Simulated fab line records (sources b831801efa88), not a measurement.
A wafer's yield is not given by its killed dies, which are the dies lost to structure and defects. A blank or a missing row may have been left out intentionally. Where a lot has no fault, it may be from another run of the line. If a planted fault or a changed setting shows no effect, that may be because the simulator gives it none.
Check for tools in common + flow gf180mcu + Sample size 12 lots and 42 wafers

## REASON FOR OPENING
At GF_HV_LDD_TW_MEAS_38 the reading HV_LDD_3_TW is flagged on 2 of 12 lots. No-fault wafers: 1434, standard deviation 9.7.
Rule: flag the lot when none of its wafers has a number, or when each of its wafers that has one lies beyond 4 standard deviations from that mean. As for the other lots, they are considered sound.

| lot  | measured     | on            | HV_LDD_3_TW, wafer by wafer   | flag    |
|------|--------------|---------------|-------------------------------|---------|
| L159 | day 12 01:12 | film_metro-03 | 1438 1434 1429                |         |
| L162 | day 13 08:49 | film_metro-04 | 1426 1424 1427                |         |
| L164 | day 13 23:50 | film_metro-04 | 1426 1426 1441                |         |
| L167 | day 14 20:58 | film_metro-03 | 1430 1435 1438                |         |
| L168 | day 15 05:45 | film_metro-04 | 1433 1439 1438                |         |
| L169 | day 15 11:37 | film_metro-04 | 1546 1548 1541 1544 1543 1542 | FLAGGED |
| L173 | day 16 16:44 | film_metro-01 | 1419 1411 1406                |         |
| L175 | day 17 14:29 | film_metro-03 | 1555 1553 1549 1562 1552 1555 | FLAGGED |
| L177 | day 18 02:10 | film_metro-04 | 1427 1425 1419                |         |
| L178 | day 18 09:33 | film_metro-03 | 1445 1445 1444                |         |
| L179 | day 18 15:00 | film_metro-03 | 1445 1450 1447                |         |
| L180 | day 19 11:16 | film_metro-01 | 1422 1427 1422                |         |
The numbers of the flagged lots are 1549 on average: +115 against the usual, or +12 standard deviations.

## WHICH TOOL RAN EACH LOT
2 process steps preceding the reading are held in the record, out of 602 steps in the route. Cell contents, in order: the tool; ch with the chambers the sampled wafers went through; the start.
| lot  | flag    | GF_POLY_GATE_STRIP_14                | GF_HV_LDD_IMPLANT_33            |
|------|---------|--------------------------------------|---------------------------------|
| L159 |         | plasma_asher-03 ch 0,1, day 9 15:59  | implanter-03 ch 0, day 12 00:30 |
| L162 |         | plasma_asher-01 ch 0,1, day 10 18:15 | implanter-04 ch 0, day 13 08:09 |
| L164 |         | plasma_asher-04 ch 0,1, day 11 09:08 | implanter-03 ch 0, day 13 23:10 |
| L167 |         | plasma_asher-01 ch 1, day 12 05:40   | implanter-03 ch 0, day 14 20:17 |
| L168 |         | plasma_asher-04 ch 0, day 12 12:04   | implanter-03 ch 0, day 15 05:03 |
| L169 | FLAGGED | plasma_asher-01 ch 0,1, day 12 17:13 | implanter-03 ch 0, day 15 10:34 |
| L173 |         | plasma_asher-04 ch 0,1, day 13 19:52 | implanter-04 ch 0, day 16 16:02 |
| L175 | FLAGGED | plasma_asher-01 ch 0,1, day 14 16:19 | implanter-03 ch 0, day 17 13:28 |
| L177 |         | plasma_asher-04 ch 0,1, day 15 04:59 | implanter-02 ch 0, day 18 01:28 |
| L178 |         | plasma_asher-04 ch 0,1, day 15 13:19 | implanter-03 ch 0, day 18 08:51 |
| L179 |         | plasma_asher-01 ch 1, day 15 17:29   | implanter-03 ch 0, day 18 14:17 |
| L180 |         | plasma_asher-03 ch 0,1, day 16 08:04 | implanter-04 ch 0, day 19 10:34 |
What the steps here do:
- GF_POLY_GATE_STRIP_14: strips in O2/N2.
- GF_HV_LDD_IMPLANT_33
- GF_HV_LDD_TW_MEAS_38

## FLAGGED OVER TOTAL, TOOL BY TOOL (the gauges that took the reading come last)
| step                  | tool            | lots run | flagged | share of the flagged lots | sound lots run after its first flagged lot |
|-----------------------|-----------------|----------|---------|---------------------------|--------------------------------------------|
| GF_POLY_GATE_STRIP_14 | plasma_asher-01 | 5        | 2       | all                       | 1 (L179)                                   |
| GF_POLY_GATE_STRIP_14 | plasma_asher-03 | 2        | 0       | none                      | -                                          |
| GF_POLY_GATE_STRIP_14 | plasma_asher-04 | 5        | 0       | none                      | -                                          |
| GF_HV_LDD_IMPLANT_33  | implanter-02    | 1        | 0       | none                      | -                                          |
| GF_HV_LDD_IMPLANT_33  | implanter-03    | 8        | 2       | all                       | 2 (L178,L179)                              |
| GF_HV_LDD_IMPLANT_33  | implanter-04    | 3        | 0       | none                      | -                                          |
| GF_HV_LDD_TW_MEAS_38  | film_metro-01   | 2        | 0       | none                      | -                                          |
| GF_HV_LDD_TW_MEAS_38  | film_metro-03   | 5        | 1       | some                      | 2 (L178,L179)                              |
| GF_HV_LDD_TW_MEAS_38  | film_metro-04   | 5        | 1       | some                      | 1 (L177)                                   |

## WHAT THE TABLE PERMITS
Rows of the table that ran all the flagged lots, 2 in number: plasma_asher-01 at GF_POLY_GATE_STRIP_14; implanter-03 at GF_HV_LDD_IMPLANT_33.
- plasma_asher-01 at GF_POLY_GATE_STRIP_14: 2 of its 5 lots flagged. After the first flagged lot (L179), sound lots still ran on it; a lasting fault on the whole tool would not permit that.
- implanter-03 at GF_HV_LDD_IMPLANT_33: 2 of its 8 lots flagged. After the first flagged lot (L178, L179), sound lots still ran on it; a lasting fault on the whole tool would not permit that.
No row of the table ran every flagged lot and no sound lot after the first.

## WHAT WAS PUT IN BY THE SIMULATOR
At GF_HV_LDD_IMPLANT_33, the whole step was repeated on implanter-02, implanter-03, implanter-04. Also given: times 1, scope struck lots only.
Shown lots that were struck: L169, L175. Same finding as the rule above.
